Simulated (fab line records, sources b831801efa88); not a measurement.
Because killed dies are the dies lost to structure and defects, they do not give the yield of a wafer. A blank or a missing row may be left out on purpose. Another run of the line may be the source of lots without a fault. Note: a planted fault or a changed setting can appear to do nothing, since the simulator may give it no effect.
fab line records :: flow sky130 :: part 2 of 2: steps 26 to 35 of 35
[record]
  lots = 5
  wafers = 15
  last_day = 50
route steps=708 shown NWELL@82 PWDE@84 VT_ADJUST_HVTP@85 VT_ADJUST_LVTN@97
lots that met no fault: from a run of the same line without faults
start_h: the number of hours between the record's first day and the start of the first shown wafer of the lot :: wait_h: hours from the lot's prior step to this one :: " unchanged from the row above :: L1.1+2: a row that stands for several wafers :: - either no value or no given start :: * or withheld: withheld :: < > ~ a bound
route shown NAME@n: a module of which the file shows steps, and the number in the route of the first :: usual: average and standard deviation across the fault-free wafers :: same: alike in all rows :: chamber/n: place in a boat :: sites: per-site readings :: _std_site: how widely they spread, as a standard deviation :: _edge_site: mean of outer sites minus mean of inner sites :: radius_mm: for every site, how far away it sits from the centre of the wafer :: mask NAME#n: copy n :: behind: the tool/chamber that last shaped the wafer :: hold: why the lot was held/for how many hours/how that ended :: device: names the non-switching transistor (n, p or np) :: end of line: the tests these same wafers got at the end of their route :: a step given without rows: its recipe and nothing more :: killed: count of dies lost to structure and defects at first sort (not the wafer's yield) :: map: the dies of a wafer, with x for killed, . for not killed, _ for no die there
set.NAME: the run value of the setting; set.NAME@STEP: its run value at that earlier step :: model.NAME: the simulator's own value behind a step, which no gauge read
lots at some steps of the route; a table a step, a row a wafer
services: from which hour (start_h, from the record's first day; less than 0 if before it) a tool's chamber was out of use, for how many hours, and why
[[steps]]
[step SKY_VT_ADJUST_LVTN_DEHYDRATE_11]
[recipe]
  temp_c = 200
  time_s = 60
[usual]
  chill_plate_temp_C = 22.97/0.11
lot.wafer: L077.1
tool: litho_track-03
chamber: 0
start_h: 178.56
wait_h: 9.8
chill_plate_temp_C: 23.02

lot.wafer: L077.2
tool: litho_track-03
chamber: 0
start_h: 178.56
wait_h: 9.8
chill_plate_temp_C: 22.91

lot.wafer: L077.3
tool: litho_track-03
chamber: 0
start_h: 178.56
wait_h: 9.8
chill_plate_temp_C: 22.90

lot.wafer: L082.1
tool: litho_track-04
chamber: 0
start_h: 212.72
wait_h: 10.8
chill_plate_temp_C: 23.12

lot.wafer: L082.3
tool: litho_track-04
chamber: 0
start_h: 212.72
wait_h: 10.8
chill_plate_temp_C: 23.11

lot.wafer: L082.4
tool: litho_track-04
chamber: 0
start_h: 212.72
wait_h: 10.8
chill_plate_temp_C: 23.11

lot.wafer: L086.2
tool: litho_track-04
chamber: 0
start_h: 239.50
wait_h: 11.2
chill_plate_temp_C: 22.97

lot.wafer: L086.3
tool: litho_track-04
chamber: 0
start_h: 239.50
wait_h: 11.2
chill_plate_temp_C: 22.90

lot.wafer: L086.6
tool: litho_track-04
chamber: 0
start_h: 239.50
wait_h: 11.2
chill_plate_temp_C: 22.94

lot.wafer: L094.1
tool: litho_track-03
chamber: 0
start_h: 296.86
wait_h: 11.8
chill_plate_temp_C: 22.88

lot.wafer: L094.5
tool: litho_track-03
chamber: 0
start_h: 296.86
wait_h: 11.8
chill_plate_temp_C: 22.83

lot.wafer: L094.6
tool: litho_track-03
chamber: 0
start_h: 296.86
wait_h: 11.8
chill_plate_temp_C: 23.03

lot.wafer: L096.2
tool: litho_track-04
chamber: 0
start_h: 300.25
wait_h: 12.8
chill_plate_temp_C: 23.07

lot.wafer: L096.3
tool: litho_track-04
chamber: 0
start_h: 300.25
wait_h: 12.8
chill_plate_temp_C: 23.02

lot.wafer: L096.5
tool: litho_track-04
chamber: 0
start_h: 300.25
wait_h: 12.8
chill_plate_temp_C: 23.13
[step SKY_VT_ADJUST_LVTN_HMDS_12]
[recipe]
  prime_time_s = 60
  prime_temp_c = 120
[usual]
  chill_plate_temp_C = 22.98/0.1
lot.wafer: L077.1
tool: litho_track-03
chamber: 0
start_h: 178.71
wait_h: 0.1
chill_plate_temp_C: 23.11

lot.wafer: L077.2
tool: litho_track-03
chamber: 0
start_h: 178.71
wait_h: 0.1
chill_plate_temp_C: 23.08

lot.wafer: L077.3
tool: litho_track-03
chamber: 0
start_h: 178.71
wait_h: 0.1
chill_plate_temp_C: 22.96

lot.wafer: L082.1
tool: litho_track-04
chamber: 0
start_h: 212.87
wait_h: 0.1
chill_plate_temp_C: 22.96

lot.wafer: L082.3
tool: litho_track-04
chamber: 0
start_h: 212.87
wait_h: 0.1
chill_plate_temp_C: 22.78

lot.wafer: L082.4
tool: litho_track-04
chamber: 0
start_h: 212.87
wait_h: 0.1
chill_plate_temp_C: 22.93

lot.wafer: L086.2
tool: litho_track-04
chamber: 0
start_h: 239.65
wait_h: 0.1
chill_plate_temp_C: 22.96

lot.wafer: L086.3
tool: litho_track-04
chamber: 0
start_h: 239.65
wait_h: 0.1
chill_plate_temp_C: 22.95

lot.wafer: L086.6
tool: litho_track-04
chamber: 0
start_h: 239.65
wait_h: 0.1
chill_plate_temp_C: 22.96

lot.wafer: L094.1
tool: litho_track-03
chamber: 0
start_h: 297.01
wait_h: 0.1
chill_plate_temp_C: 23.03

lot.wafer: L094.5
tool: litho_track-03
chamber: 0
start_h: 297.01
wait_h: 0.1
chill_plate_temp_C: 22.94

lot.wafer: L094.6
tool: litho_track-03
chamber: 0
start_h: 297.01
wait_h: 0.1
chill_plate_temp_C: 22.95

lot.wafer: L096.2
tool: litho_track-04
chamber: 0
start_h: 300.40
wait_h: 0.1
chill_plate_temp_C: 23.06

lot.wafer: L096.3
tool: litho_track-04
chamber: 0
start_h: 300.40
wait_h: 0.1
chill_plate_temp_C: 23.05

lot.wafer: L096.5
tool: litho_track-04
chamber: 0
start_h: 300.40
wait_h: 0.1
chill_plate_temp_C: 22.97
[step SKY_VT_ADJUST_LVTN_COAT_13]
[recipe]
  resist = NOVOLAK
  spin_rpm = 3000
  resist_thk_nm = 1140
[usual]
  chill_plate_temp_C = 22.99/0.12
lot.wafer: L077.1
tool: litho_track-03
chamber: 0
start_h: 178.86
wait_h: 0.1
chill_plate_temp_C: 23.07

lot.wafer: L077.2
tool: litho_track-03
chamber: 0
start_h: 178.86
wait_h: 0.1
chill_plate_temp_C: 23.00

lot.wafer: L077.3
tool: litho_track-03
chamber: 0
start_h: 178.86
wait_h: 0.1
chill_plate_temp_C: 23.03

lot.wafer: L082.1
tool: litho_track-04
chamber: 0
start_h: 213.02
wait_h: 0.1
chill_plate_temp_C: 23.03

lot.wafer: L082.3
tool: litho_track-04
chamber: 0
start_h: 213.02
wait_h: 0.1
chill_plate_temp_C: 23.06

lot.wafer: L082.4
tool: litho_track-04
chamber: 0
start_h: 213.02
wait_h: 0.1
chill_plate_temp_C: 22.99

lot.wafer: L086.2
tool: litho_track-04
chamber: 0
start_h: 239.80
wait_h: 0.1
chill_plate_temp_C: 22.96

lot.wafer: L086.3
tool: litho_track-04
chamber: 0
start_h: 239.80
wait_h: 0.1
chill_plate_temp_C: 22.78

lot.wafer: L086.6
tool: litho_track-04
chamber: 0
start_h: 239.80
wait_h: 0.1
chill_plate_temp_C: 22.86

lot.wafer: L094.1
tool: litho_track-03
chamber: 0
start_h: 297.16
wait_h: 0.1
chill_plate_temp_C: 22.72

lot.wafer: L094.5
tool: litho_track-03
chamber: 0
start_h: 297.16
wait_h: 0.1
chill_plate_temp_C: 23.10

lot.wafer: L094.6
tool: litho_track-03
chamber: 0
start_h: 297.16
wait_h: 0.1
chill_plate_temp_C: 23.00

lot.wafer: L096.2
tool: litho_track-04
chamber: 0
start_h: 300.55
wait_h: 0.1
chill_plate_temp_C: 23.05

lot.wafer: L096.3
tool: litho_track-04
chamber: 0
start_h: 300.55
wait_h: 0.1
chill_plate_temp_C: 22.81

lot.wafer: L096.5
tool: litho_track-04
chamber: 0
start_h: 300.55
wait_h: 0.1
chill_plate_temp_C: 23.03
[step SKY_VT_ADJUST_LVTN_SOFTBAKE_14]
[recipe]
  temp_c = 90
  time_s = 60
  resist = NOVOLAK
[usual]
  chill_plate_temp_C = 22.97/0.1
lot.wafer: L077.1
tool: litho_track-03
chamber: 0
start_h: 179.01
wait_h: 0.1
chill_plate_temp_C: 22.92

lot.wafer: L077.2
tool: litho_track-03
chamber: 0
start_h: 179.01
wait_h: 0.1
chill_plate_temp_C: 23.20

lot.wafer: L077.3
tool: litho_track-03
chamber: 0
start_h: 179.01
wait_h: 0.1
chill_plate_temp_C: 23.18

lot.wafer: L082.1
tool: litho_track-04
chamber: 0
start_h: 213.17
wait_h: 0.1
chill_plate_temp_C: 22.92

lot.wafer: L082.3
tool: litho_track-04
chamber: 0
start_h: 213.17
wait_h: 0.1
chill_plate_temp_C: 23.03

lot.wafer: L082.4
tool: litho_track-04
chamber: 0
start_h: 213.17
wait_h: 0.1
chill_plate_temp_C: 22.89

lot.wafer: L086.2
tool: litho_track-04
chamber: 0
start_h: 239.95
wait_h: 0.1
chill_plate_temp_C: 23.16

lot.wafer: L086.3
tool: litho_track-04
chamber: 0
start_h: 239.95
wait_h: 0.1
chill_plate_temp_C: 23.11

lot.wafer: L086.6
tool: litho_track-04
chamber: 0
start_h: 239.95
wait_h: 0.1
chill_plate_temp_C: 23.10

lot.wafer: L094.1
tool: litho_track-03
chamber: 0
start_h: 297.31
wait_h: 0.1
chill_plate_temp_C: 22.95

lot.wafer: L094.5
tool: litho_track-03
chamber: 0
start_h: 297.31
wait_h: 0.1
chill_plate_temp_C: 23.03

lot.wafer: L094.6
tool: litho_track-03
chamber: 0
start_h: 297.31
wait_h: 0.1
chill_plate_temp_C: 22.93

lot.wafer: L096.2
tool: litho_track-04
chamber: 0
start_h: 300.70
wait_h: 0.1
chill_plate_temp_C: 22.96

lot.wafer: L096.3
tool: litho_track-04
chamber: 0
start_h: 300.70
wait_h: 0.1
chill_plate_temp_C: 22.98

lot.wafer: L096.5
tool: litho_track-04
chamber: 0
start_h: 300.70
wait_h: 0.1
chill_plate_temp_C: 22.95
[step SKY_VT_ADJUST_LVTN_EXPOSE_15]
[recipe]
  mask_id = HVN_STD_DERIVED
  na = 0.6
  source_shape = conventional
  sigma_outer = 0.6
  polarization = unpolarized
  target_cd_nm = 600
  dose_mj = 163
lot.wafer: L077.1+2+3
tool: iline_stepper-02
chamber: 0
start_h: -
wait_h: -
mask: HVN_STD_DERIVED#0

lot.wafer: L082.1+3+4
tool: iline_stepper-01
chamber: 0
start_h: -
wait_h: -
mask: HVN_STD_DERIVED#0

lot.wafer: L086.2+3+6
tool: iline_stepper-02
chamber: 0
start_h: -
wait_h: -
mask: HVN_STD_DERIVED#0

lot.wafer: L094.1+5+6
tool: iline_stepper-02
chamber: 0
start_h: -
wait_h: -
mask: HVN_STD_DERIVED#0

lot.wafer: L096.2+3+5
tool: iline_stepper-01
chamber: 0
start_h: -
wait_h: -
mask: HVN_STD_DERIVED#0
[step SKY_VT_ADJUST_LVTN_PEB_16]
[recipe]
  temp_c = withheld
  time_s = *
  resist = NOVOLAK
[usual]
  chill_plate_temp_C = *
lot.wafer: L077.1
tool: litho_track-03
chamber: 0
start_h: -
wait_h: -
chill_plate_temp_C: *

lot.wafer: L077.2
tool: litho_track-03
chamber: 0
start_h: -
wait_h: -
chill_plate_temp_C: *

lot.wafer: L077.3
tool: litho_track-03
chamber: 0
start_h: -
wait_h: -
chill_plate_temp_C: *

lot.wafer: L082.1
tool: litho_track-03
chamber: 0
start_h: -
wait_h: -
chill_plate_temp_C: *

lot.wafer: L082.3
tool: litho_track-03
chamber: 0
start_h: -
wait_h: -
chill_plate_temp_C: *

lot.wafer: L082.4
tool: litho_track-03
chamber: 0
start_h: -
wait_h: -
chill_plate_temp_C: *

lot.wafer: L086.2
tool: litho_track-02
chamber: 0
start_h: -
wait_h: -
chill_plate_temp_C: *

lot.wafer: L086.3
tool: litho_track-02
chamber: 0
start_h: -
wait_h: -
chill_plate_temp_C: *

lot.wafer: L086.6
tool: litho_track-02
chamber: 0
start_h: -
wait_h: -
chill_plate_temp_C: *

lot.wafer: L094.1
tool: litho_track-03
chamber: 0
start_h: -
wait_h: -
chill_plate_temp_C: *

lot.wafer: L094.5
tool: litho_track-03
chamber: 0
start_h: -
wait_h: -
chill_plate_temp_C: *

lot.wafer: L094.6
tool: litho_track-03
chamber: 0
start_h: -
wait_h: -
chill_plate_temp_C: *

lot.wafer: L096.2
tool: litho_track-03
chamber: 0
start_h: -
wait_h: -
chill_plate_temp_C: *

lot.wafer: L096.3
tool: litho_track-03
chamber: 0
start_h: -
wait_h: -
chill_plate_temp_C: *

lot.wafer: L096.5
tool: litho_track-03
chamber: 0
start_h: -
wait_h: -
chill_plate_temp_C: *
[step SKY_VT_ADJUST_LVTN_DEVELOP_17]
[recipe]
  resist = NOVOLAK
  developer = TMAH
  develop_time_s = 60
  dev_temp_c = 23
[usual]
  chill_plate_temp_C = 22.99/0.12
lot.wafer: L077.1
tool: litho_track-03
chamber: 0
start_h: 189.76
wait_h: 0.1
chill_plate_temp_C: 23.17

lot.wafer: L077.2
tool: litho_track-03
chamber: 0
start_h: 189.76
wait_h: 0.1
chill_plate_temp_C: 23.07

lot.wafer: L077.3
tool: litho_track-03
chamber: 0
start_h: 189.76
wait_h: 0.1
chill_plate_temp_C: 22.93

lot.wafer: L082.1
tool: litho_track-03
chamber: 0
start_h: 224.76
wait_h: 0.1
chill_plate_temp_C: 23.14

lot.wafer: L082.3
tool: litho_track-03
chamber: 0
start_h: 224.76
wait_h: 0.1
chill_plate_temp_C: 23.01

lot.wafer: L082.4
tool: litho_track-03
chamber: 0
start_h: 224.76
wait_h: 0.1
chill_plate_temp_C: 22.97

lot.wafer: L086.2
tool: litho_track-02
chamber: 0
start_h: 251.71
wait_h: 0.1
chill_plate_temp_C: 23.22

lot.wafer: L086.3
tool: litho_track-02
chamber: 0
start_h: 251.71
wait_h: 0.1
chill_plate_temp_C: 23.11

lot.wafer: L086.6
tool: litho_track-02
chamber: 0
start_h: 251.71
wait_h: 0.1
chill_plate_temp_C: 23.10

lot.wafer: L094.1
tool: litho_track-03
chamber: 0
start_h: 310.76
wait_h: 0.1
chill_plate_temp_C: 23.06

lot.wafer: L094.5
tool: litho_track-03
chamber: 0
start_h: 310.76
wait_h: 0.1
chill_plate_temp_C: 23.00

lot.wafer: L094.6
tool: litho_track-03
chamber: 0
start_h: 310.76
wait_h: 0.1
chill_plate_temp_C: 22.98

lot.wafer: L096.2
tool: litho_track-03
chamber: 0
start_h: 313.38
wait_h: 0.1
chill_plate_temp_C: 22.82

lot.wafer: L096.3
tool: litho_track-03
chamber: 0
start_h: 313.38
wait_h: 0.1
chill_plate_temp_C: 22.98

lot.wafer: L096.5
tool: litho_track-03
chamber: 0
start_h: 313.38
wait_h: 0.1
chill_plate_temp_C: 23.01
[step SKY_VT_ADJUST_LVTN_OVL_MEAS_18]
[usual]
  VT_ADJUST_LVTN_01_OVL = -1.0/1.4
lot.wafer: L077.1
tool: overlay-02
chamber: -
start_h: 189.91
wait_h: 0.1
VT_ADJUST_LVTN_01_OVL[nm]: 1.6

lot.wafer: L077.2
tool: overlay-02
chamber: -
start_h: 189.91
wait_h: 0.1
VT_ADJUST_LVTN_01_OVL[nm]: 0.5

lot.wafer: L077.3
tool: overlay-02
chamber: -
start_h: 189.91
wait_h: 0.1
VT_ADJUST_LVTN_01_OVL[nm]: -0.2

lot.wafer: L082.1
tool: overlay-02
chamber: -
start_h: 224.91
wait_h: 0.1
VT_ADJUST_LVTN_01_OVL[nm]: -1.3

lot.wafer: L082.3
tool: overlay-02
chamber: -
start_h: 224.91
wait_h: 0.1
VT_ADJUST_LVTN_01_OVL[nm]: -0.2

lot.wafer: L082.4
tool: overlay-02
chamber: -
start_h: 224.91
wait_h: 0.1
VT_ADJUST_LVTN_01_OVL[nm]: -0.6

lot.wafer: L086.2
tool: overlay-01
chamber: -
start_h: 251.84
wait_h: 0.1
VT_ADJUST_LVTN_01_OVL[nm]: -0.3

lot.wafer: L086.3
tool: overlay-01
chamber: -
start_h: 251.84
wait_h: 0.1
VT_ADJUST_LVTN_01_OVL[nm]: -0.3

lot.wafer: L086.6
tool: overlay-01
chamber: -
start_h: 251.84
wait_h: 0.1
VT_ADJUST_LVTN_01_OVL[nm]: -1.3

lot.wafer: L094.1
tool: overlay-01
chamber: -
start_h: 310.91
wait_h: 0.1
VT_ADJUST_LVTN_01_OVL[nm]: -0.5

lot.wafer: L094.5
tool: overlay-01
chamber: -
start_h: 310.91
wait_h: 0.1
VT_ADJUST_LVTN_01_OVL[nm]: -1.1

lot.wafer: L094.6
tool: overlay-01
chamber: -
start_h: 310.91
wait_h: 0.1
VT_ADJUST_LVTN_01_OVL[nm]: -2.3

lot.wafer: L096.2
tool: overlay-02
chamber: -
start_h: 313.52
wait_h: 0.1
VT_ADJUST_LVTN_01_OVL[nm]: 0.4

lot.wafer: L096.3
tool: overlay-02
chamber: -
start_h: 313.52
wait_h: 0.1
VT_ADJUST_LVTN_01_OVL[nm]: 1.1

lot.wafer: L096.5
tool: overlay-02
chamber: -
start_h: 313.52
wait_h: 0.1
VT_ADJUST_LVTN_01_OVL[nm]: -0.9
[step SKY_VT_ADJUST_LVTN_IMPLANT_19]
[recipe]
  species = B
  energy_kev = 30
  dose_cm2 = 6.5e+11
  tilt_deg = withheld
[usual]
  beam_energy_keV = 30.002/0.0079
  faraday_current_uA = 3.68/0.075
lot.wafer: L077.1
tool: implanter-01
chamber: 0
start_h: 189.95
wait_h: 0.0
beam_energy_keV: 30.004
faraday_current_uA: 3.74

lot.wafer: L077.2
tool: implanter-01
chamber: 0
start_h: 189.95
wait_h: 0.0
beam_energy_keV: 30.006
faraday_current_uA: 3.77

lot.wafer: L077.3
tool: implanter-01
chamber: 0
start_h: 189.95
wait_h: 0.0
beam_energy_keV: 30.006
faraday_current_uA: 3.84

lot.wafer: L082.1
tool: implanter-04
chamber: 0
start_h: 224.95
wait_h: 0.0
beam_energy_keV: 29.992
faraday_current_uA: 3.70

lot.wafer: L082.3
tool: implanter-04
chamber: 0
start_h: 224.95
wait_h: 0.0
beam_energy_keV: 30.013
faraday_current_uA: 3.65

lot.wafer: L082.4
tool: implanter-04
chamber: 0
start_h: 224.95
wait_h: 0.0
beam_energy_keV: 30.009
faraday_current_uA: 3.76

lot.wafer: L086.2
tool: implanter-02
chamber: 0
start_h: 251.90
wait_h: 0.0
beam_energy_keV: 30.011
faraday_current_uA: 3.67

lot.wafer: L086.3
tool: implanter-02
chamber: 0
start_h: 251.90
wait_h: 0.0
beam_energy_keV: 30.001
faraday_current_uA: 3.59

lot.wafer: L086.6
tool: implanter-02
chamber: 0
start_h: 251.90
wait_h: 0.0
beam_energy_keV: 30.013
faraday_current_uA: 3.75

lot.wafer: L094.1
tool: implanter-02
chamber: 0
start_h: 310.95
wait_h: 0.0
beam_energy_keV: 30.005
faraday_current_uA: 3.70

lot.wafer: L094.5
tool: implanter-02
chamber: 0
start_h: 310.95
wait_h: 0.0
beam_energy_keV: 29.997
faraday_current_uA: 3.53

lot.wafer: L094.6
tool: implanter-02
chamber: 0
start_h: 310.95
wait_h: 0.0
beam_energy_keV: 29.998
faraday_current_uA: 3.67

lot.wafer: L096.2
tool: implanter-04
chamber: 0
start_h: 313.57
wait_h: 0.0
beam_energy_keV: 29.994
faraday_current_uA: 3.60

lot.wafer: L096.3
tool: implanter-04
chamber: 0
start_h: 313.57
wait_h: 0.0
beam_energy_keV: 29.990
faraday_current_uA: 3.64

lot.wafer: L096.5
tool: implanter-04
chamber: 0
start_h: 313.57
wait_h: 0.0
beam_energy_keV: 30.009
faraday_current_uA: 3.52
[step SKY_VT_ADJUST_LVTN_STRIP_20]
[recipe]
  chemistry = O2/N2
  power_w = 1400
  pressure_mtorr = 1500
  platen_temp_c = withheld
  o2_flow_sccm = 3000
  n2_flow_sccm = 300
  overash_fraction = 0.5
[usual]
  drypump_motor_current_A = 6.0/0.37
  oes_product_au = 0.716/0.0045
  strip_time_to_endpoint_s = 14.19/0.04
lot.wafer: L077.1
tool: plasma_asher-03
chamber: 0
start_h: 190.10
wait_h: 0.1
drypump_motor_current_A: 6.1
oes_product_au: 0.710
rf_hours_counter_h: 38
strip_time_to_endpoint_s: 14.20

lot.wafer: L077.2
tool: plasma_asher-03
chamber: 1
start_h: 190.10
wait_h: 0.1
drypump_motor_current_A: 6.1
oes_product_au: 0.715
rf_hours_counter_h: 38
strip_time_to_endpoint_s: 14.21

lot.wafer: L077.3
tool: plasma_asher-03
chamber: 1
start_h: 190.10
wait_h: 0.1
drypump_motor_current_A: 6.1
oes_product_au: 0.711
rf_hours_counter_h: -
strip_time_to_endpoint_s: 14.22

lot.wafer: L082.1
tool: plasma_asher-02
chamber: 0
start_h: 225.10
wait_h: 0.1
drypump_motor_current_A: 5.2
oes_product_au: 0.715
rf_hours_counter_h: 12
strip_time_to_endpoint_s: 14.17

lot.wafer: L082.3
tool: plasma_asher-02
chamber: 0
start_h: 225.10
wait_h: 0.1
drypump_motor_current_A: 5.2
oes_product_au: 0.724
rf_hours_counter_h: -
strip_time_to_endpoint_s: 14.20

lot.wafer: L082.4
tool: plasma_asher-02
chamber: 1
start_h: 225.10
wait_h: 0.1
drypump_motor_current_A: 5.2
oes_product_au: 0.717
rf_hours_counter_h: -
strip_time_to_endpoint_s: 14.20

lot.wafer: L086.2
tool: plasma_asher-02
chamber: 0
start_h: 252.02
wait_h: 0.1
drypump_motor_current_A: 5.2
oes_product_au: 0.716
rf_hours_counter_h: 14
strip_time_to_endpoint_s: 14.21

lot.wafer: L086.3
tool: plasma_asher-02
chamber: 0
start_h: 252.02
wait_h: 0.1
drypump_motor_current_A: 5.2
oes_product_au: 0.713
rf_hours_counter_h: -
strip_time_to_endpoint_s: 14.18

lot.wafer: L086.6
tool: plasma_asher-02
chamber: 1
start_h: 252.02
wait_h: 0.1
drypump_motor_current_A: 5.2
oes_product_au: 0.715
rf_hours_counter_h: -
strip_time_to_endpoint_s: 14.19

lot.wafer: L094.1
tool: plasma_asher-04
chamber: 1
start_h: 311.10
wait_h: 0.1
drypump_motor_current_A: 6.0
oes_product_au: 0.712
rf_hours_counter_h: 65
strip_time_to_endpoint_s: 14.28

lot.wafer: L094.5
tool: plasma_asher-04
chamber: 0
start_h: 311.10
wait_h: 0.1
drypump_motor_current_A: 6.4
oes_product_au: 0.719
rf_hours_counter_h: -
strip_time_to_endpoint_s: 14.22

lot.wafer: L094.6
tool: plasma_asher-04
chamber: 1
start_h: 311.10
wait_h: 0.1
drypump_motor_current_A: 6.0
oes_product_au: 0.712
rf_hours_counter_h: -
strip_time_to_endpoint_s: 14.23

lot.wafer: L096.2
tool: plasma_asher-02
chamber: 1
start_h: 313.70
wait_h: 0.1
drypump_motor_current_A: 5.2
oes_product_au: 0.716
rf_hours_counter_h: 21
strip_time_to_endpoint_s: 14.18

lot.wafer: L096.3
tool: plasma_asher-02
chamber: 0
start_h: 313.70
wait_h: 0.1
drypump_motor_current_A: 5.2
oes_product_au: 0.714
rf_hours_counter_h: -
strip_time_to_endpoint_s: 14.21

lot.wafer: L096.5
tool: plasma_asher-02
chamber: 1
start_h: 313.70
wait_h: 0.1
drypump_motor_current_A: 5.2
oes_product_au: 0.711
rf_hours_counter_h: -
strip_time_to_endpoint_s: 14.20
[[services]]
tool: iline_stepper-02
chamber: 0
start_h: 114.99
hours: -
kind: calibration

tool: plasma_asher-01
chamber: -
start_h: 118.82
hours: 14.6
kind: pm

tool: implanter-02
chamber: -
start_h: 118.86
hours: 3.6
kind: pm

tool: plasma_asher-04
chamber: -
start_h: 136.42
hours: 14.6
kind: pm

tool: implanter-04
chamber: -
start_h: 141.93
hours: 6.1
kind: repair

tool: implanter-02
chamber: -
start_h: 163.80
hours: 0.9
kind: repair

tool: plasma_asher-04
chamber: -
start_h: 182.04
hours: 1.4
kind: repair

tool: plasma_asher-01
chamber: -
start_h: 188.25
hours: 7.5
kind: repair

tool: plasma_asher-04
chamber: -
start_h: 193.02
hours: 4.3
kind: repair

tool: plasma_asher-02
chamber: -
start_h: 216.41
hours: 1.1
kind: repair

tool: iline_stepper-01
chamber: -
start_h: 232.37
hours: 30.8
kind: repair

tool: implanter-02
chamber: -
start_h: 234.45
hours: 2.0
kind: repair

tool: implanter-04
chamber: -
start_h: 235.05
hours: 6.9
kind: repair

tool: iline_stepper-01
chamber: -
start_h: 251.11
hours: 20.4
kind: repair

tool: iline_stepper-02
chamber: -
start_h: 252.75
hours: 1.4
kind: repair

tool: iline_stepper-02
chamber: -
start_h: 257.57
hours: 18.4
kind: repair

tool: implanter-04
chamber: -
start_h: 260.95
hours: 21.4
kind: repair

tool: implanter-02
chamber: -
start_h: 265.79
hours: 2.3
kind: repair

tool: implanter-03
chamber: -
start_h: 274.22
hours: 2.6
kind: repair

tool: iline_stepper-01
chamber: -
start_h: 277.26
hours: 1.7
kind: pm

tool: plasma_asher-01
chamber: -
start_h: 286.27
hours: 4.3
kind: pm

tool: implanter-04
chamber: -
start_h: 292.10
hours: 4.4
kind: pm

tool: implanter-01
chamber: -
start_h: 305.95
hours: 3.2
kind: pm

tool: plasma_asher-01
chamber: -
start_h: 313.55
hours: 0.9
kind: repair
